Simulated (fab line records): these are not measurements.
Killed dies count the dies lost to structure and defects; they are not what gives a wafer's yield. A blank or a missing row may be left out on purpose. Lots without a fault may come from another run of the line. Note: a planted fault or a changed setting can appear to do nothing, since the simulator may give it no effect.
Comparing a struck lot with a sound one -- flow sky130 -- 19 out of 708 route steps
Sound: these wafers, L959.1, L959.4, L959.6. Wafers struck: L965.2, L965.5, L965.6. The cause is named last.
At each step with rows: each side's tool, then ch and its chambers, then its first start. Under that, the readings that differ: sound wafers -- struck wafers -- difference of the means -- sigmas: that difference in standard deviations of wafers without a fault.
alike: a reading whose means differ by less than 2 such deviations, as well as words and numbers matching on both sides. not compared: withheld readings; readings where some wafer has no value; bounds like >300 that might hide an equal value; numbers whose values overlap and for which the record gives no deviation.
The two part at a step that has a row with sigmas, a row that says differs or no value, or rows on one side only. Numbers that have no deviation but don't overlap get no sigmas and don't part them. Lack of a reading on every wafer of one side parts them only where that side has two or more wafers.

first, 6 steps without rows for these wafers: SKY_RES_XHIGH_COAT_02 (resist thk 1140 nm); SKY_RES_XHIGH_SOFTBAKE_03 (time 60 s); SKY_RES_XHIGH_EXPOSE_04 (exposes mask URPM, target cd 1270 nm); SKY_RES_XHIGH_PEB_05; SKY_RES_XHIGH_DEVELOP_06 (develop time 60 s); SKY_RES_XHIGH_IMPLANT_07.
SKY_RES_XHIGH_STRIP_08: strips in O2/N2.
  sound on plasmaAsher-02 ch 0,1, day 27 18:22; struck on plasmaAsher-01 ch 0,1, day 30 01:22
  alike: chamberPressureMTorr, drypumpMotorCurrentA, oesProductAu, stripTimeToEndpointS
  not compared: rfHoursCounterH
SKY_RES_XHIGH_TW_MEAS_09:
  sound: filmMetro-01 at day 27 18:28; struck: filmMetro-03 at day 30 01:29
reading,sound,struck,difference,sigmas
RES_XHIGH_TW,1639 1644 1645,1663 1651 1671,+19,+3
then, 4 steps without rows for these wafers: SKY_SD_N_DEHYDRATE_00 (time 60 s); SKY_SD_N_HMDS_01 (prime time 60 s); SKY_SD_N_COAT_02 (resist thk 1140 nm); SKY_SD_N_SOFTBAKE_03 (time 60 s).
SKY_SD_N_EXPOSE_04: exposes mask NSDM, target cd 380 nm.
  sound on ilineStepper-02 ch 0, day 28 07:55; struck on ilineStepper-01 ch 0, day 30 13:44
reading,sound,struck,difference,sigmas
model.SD_N.overlayXNm (nm),0.2141 0.2141 0.2141,-89.96 -89.96 -89.96,-90.17,
  alike: mask
then, 2 steps without rows for these wafers: SKY_SD_N_PEB_05; SKY_SD_N_DEVELOP_06 (develop time 60 s).
SKY_SD_N_CD_MEAS_07: target cd 380 nm.
  sound: cdSem-01 at day 28 23:11; struck: cdSem-02 at day 31 04:18
  alike: cdNm
SKY_SD_N_OVL_MEAS_08:
  sound: overlay-01 at day 28 23:18; struck: overlay-01 at day 31 04:25
reading,sound,struck,difference,sigmas
SD_N_OVL (nm),-1.2 1.1 1.0,-89.0 -89.5 -89.5,-89.6,-69
following that, these wafers have no rows for 1 step: SKY_SD_N_IMPLANT_09.
-- a jump in the record: the struck wafers' starts before and after are 17 days apart (it breaks off in module SD_N and resumes in module PAD_OPEN, where the first step shown is number 708 of the route) --
SKY_PAD_OPEN_PROBE_99:
  sound: prober-01 at day 46 16:24; struck: prober-01 at day 48 04:04
  alike: killed_at_M0_to_M3, killed_at_M4_up, killedAtContacts, killedAtFrontEnd, killedAtOther, killedDies, killedOpen, killedShort

WHERE THEY PART
Last at SKY_SD_N_OVL_MEAS_08 as far as this record goes, first at SKY_RES_XHIGH_TW_MEAS_09. Later steps at which nothing parts them and some readings are alike: SKY_PAD_OPEN_PROBE_99.

WHY: what the simulator had put in
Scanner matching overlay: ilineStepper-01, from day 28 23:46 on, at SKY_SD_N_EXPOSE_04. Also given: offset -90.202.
